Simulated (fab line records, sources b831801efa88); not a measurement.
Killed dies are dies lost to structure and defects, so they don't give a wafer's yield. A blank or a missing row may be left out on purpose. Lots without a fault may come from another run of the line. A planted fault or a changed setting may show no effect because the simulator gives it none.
Split-lot experiment | flow gf180mcu | 5 lots, 27 wafers read, on a route of 602 steps

THE SPLIT
At GF_M4_SPUTTER_01 (material TiN, target thk 30 nm, time 25 s), the setting time_s was moved away from the recipe's 25 s on 9 of the 27 wafers read, by -22.5% to +18.7%. The other wafers ran this setting at the recipe's value.

The reading is taken at the split's own step.

THE READING
TiN_of_M4_SPUTTER_01.thk_nm (the simulator's own value, which no gauge read), in nm, at GF_M4_SPUTTER_01 (material TiN, target thk 30 nm, time 25 s). The file gives no usual value for it. The 18 wafers here that ran the recipe average 29.93 nm, standard deviation 0.29 nm.

wafer  | tool, chamber at the split | time_s as run, s | against the recipe | TiN_of_M4_SPUTTER_01.thk_nm, nm | against lot-mates on the recipe
L075.1 | pvd_sputter-03, -          | 25               | recipe             | 29.68                           | -
L075.2 | pvd_sputter-03, -          | 25               | recipe             | 29.5                            | -
L075.3 | pvd_sputter-03, -          | 25               | recipe             | 29.59                           | -
L075.4 | pvd_sputter-03, -          | 25               | recipe             | 29.82                           | -
L075.5 | pvd_sputter-03, -          | 25               | recipe             | 29.42                           | -
L075.6 | pvd_sputter-03, -          | 25               | recipe             | 29.75                           | -
L077.1 | pvd_sputter-03, -          | 25               | recipe             | 30.45                           | -
L077.2 | pvd_sputter-03, -          | 19.38            | -22.5%             | 23.32                           | -6.98
L077.3 | pvd_sputter-03, -          | 25               | recipe             | 30.39                           | -
L077.4 | pvd_sputter-03, -          | 25               | recipe             | 30.06                           | -
L077.5 | pvd_sputter-03, -          | 19.38            | -22.5%             | 23.46                           | -6.84
L077.6 | pvd_sputter-03, -          | 19.38            | -22.5%             | 23.1                            | -7.20
L076.1 | pvd_sputter-01, -          | 29.68            | +18.7%             | 35.66                           | +5.77
L076.2 | pvd_sputter-01, -          | 25               | recipe             | 30.19                           | -
L076.3 | pvd_sputter-01, -          | 25               | recipe             | 29.62                           | -
L076.4 | pvd_sputter-01, -          | 29.68            | +18.7%             | 35.19                           | +5.30
L076.5 | pvd_sputter-01, -          | 25               | recipe             | 29.85                           | -
L076.6 | pvd_sputter-01, -          | 29.68            | +18.7%             | 35.68                           | +5.79
L082.2 | pvd_sputter-03, -          | 25               | recipe             | 30.14                           | -
L082.3 | pvd_sputter-03, -          | 25               | recipe             | 29.95                           | -
L082.4 | pvd_sputter-03, -          | 25               | recipe             | 30.27                           | -
L084.1 | pvd_sputter-03, -          | 25               | recipe             | 30.09                           | -
L084.2 | pvd_sputter-03, -          | 25               | recipe             | 29.99                           | -
L084.5 | pvd_sputter-03, -          | 25               | recipe             | 29.99                           | -
L084.3 | pvd_sputter-03, -          | 20.1             | -19.6%             | 23.9                            | -6.12
L084.4 | pvd_sputter-03, -          | 20.1             | -19.6%             | 23.69                           | -6.33
L084.6 | pvd_sputter-03, -          | 20.1             | -19.6%             | 23.85                           | -6.17

THE FIT
A straight line over all 27 wafers: TiN_of_M4_SPUTTER_01.thk_nm changes by +0.301 nm for each +1% of time_s; r = +1.00; the points scatter about the line by 0.28 nm.
The same after taking each lot's own level away (the mean of its wafers on the recipe; 27 wafers): +0.309 nm for each +1%; r = +1.00; scatter 0.18 nm.
On that fit, the largest move of time_s shifts the reading by 7 nm.
The lots' own levels span 29.627 to 30.300 nm, that is 2.3 times the standard deviation above.
So the lot-to-lot level changes the slope little: the two slopes agree.
Check: with one of the wafers moved furthest among these (-22.5%) left out of the fit, the line predicts -7 nm for it against its lot-mates. It came out at -6.98 nm against them.

OTHER SPLITS ON THESE WAFERS
These wafers also went through other splits before the reading. Each is held against what the fit with the lots' levels taken away leaves over:
other split on the same wafers      | wafers away from the commonest value | r with TiN_of_M4_SPUTTER_01.thk_nm (lot level and that fit taken away)
GF_STI_ETCH_14 time_s               | 9                                    | +0.00
GF_POLY_GATE_CVD_00 time_s          | 21                                   | +0.16
GF_POLY_GATE_OXIDATION_16 ox_time_s | 21                                   | -0.04
GF_HV_LDD_CVD_56 time_s             | 21                                   | +0.06
GF_V1_CVD_02 time_s                 | 12                                   | +0.24
GF_M3_SPUTTER_00 time_s             | 12                                   | -0.20

THE FILE'S OWN FIT
TiN_of_M4_SPUTTER_01.thk_nm changes by +0.31 nm for each +1% of time_s, r = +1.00.
